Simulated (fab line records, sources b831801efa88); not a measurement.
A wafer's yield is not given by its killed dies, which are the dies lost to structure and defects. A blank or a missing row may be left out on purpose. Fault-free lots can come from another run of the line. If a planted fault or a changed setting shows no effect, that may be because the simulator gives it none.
Matching of chambers | flow gf180mcu | rie-si-02 running GF_STI_ETCH_14: 4 sister chambers
The step etches Si in HBr/Cl2/O2, target depth 360 nm, time 102.9 s. 8 wafers are shown with their chamber, then 9 later ones without.

EACH WAFER AND ITS CHAMBER
wafer  | chamber | drypump-motor-current-A (A) | he-backside-leak-sccm (sccm)
L464.1 | 2       | 6.1                         | 2.61
L464.5 | 2       | 6.1                         | 2.51
L469.3 | 3       | 6.2                         | 2.60
L470.4 | 0       | 4.9                         | 2.63
L470.6 | 1       | 5.4                         | 2.33
L477.1 | 1       | 5.3                         | 2.31
L477.2 | 0       | 4.9                         | 2.61
L477.3 | 3       | 6.2                         | 2.53

WAFERS WITH NO CHAMBER GIVEN
wafer  | drypump-motor-current-A (A) | he-backside-leak-sccm (sccm)
L478.1 | 5.4                         | 2.34
L478.3 | 6.0                         | 2.54
L478.5 | 4.9                         | 2.64
L481.2 | 6.1                         | 3.08
L481.3 | 5.4                         | 2.28
L481.5 | 6.2                         | 2.70
L483.1 | 6.2                         | 2.74
L483.3 | 5.4                         | 2.36
L483.4 | 4.8                         | 2.60

WHICH CHAMBER EACH WENT THROUGH
wafer  | from the rows above     | in truth
L478.1 | 1                       | 1
L478.3 | 2                       | 2
L478.5 | 0                       | 0
L481.2 | can't be placed: 2 or 3 | 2
L481.3 | 1                       | 1
L481.5 | can't be placed: 3 or 2 | 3
L483.1 | can't be placed: 3 or 2 | 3
L483.3 | 1                       | 1
L483.4 | 0                       | 0
Placed correctly: 6 of 9. These rows do not allow placing 3 (true chamber among the candidates in 3). Placed wrongly: 0.
How it was worked out, from the rows above alone: a wafer's distance from a chamber is the root of the sum, over the readings, of the square of ((its reading less the chamber's mean) divided by the reading's scatter). The wafer belongs to the nearest chamber; if the next one is less than 2 further off, it can't be placed. A chamber's mean is the mean of its shown wafers. How the scatter is found: for the shown wafers, subtract from each reading the mean of its chamber, square and add these, divide the total by (wafers less chambers), then take the root.
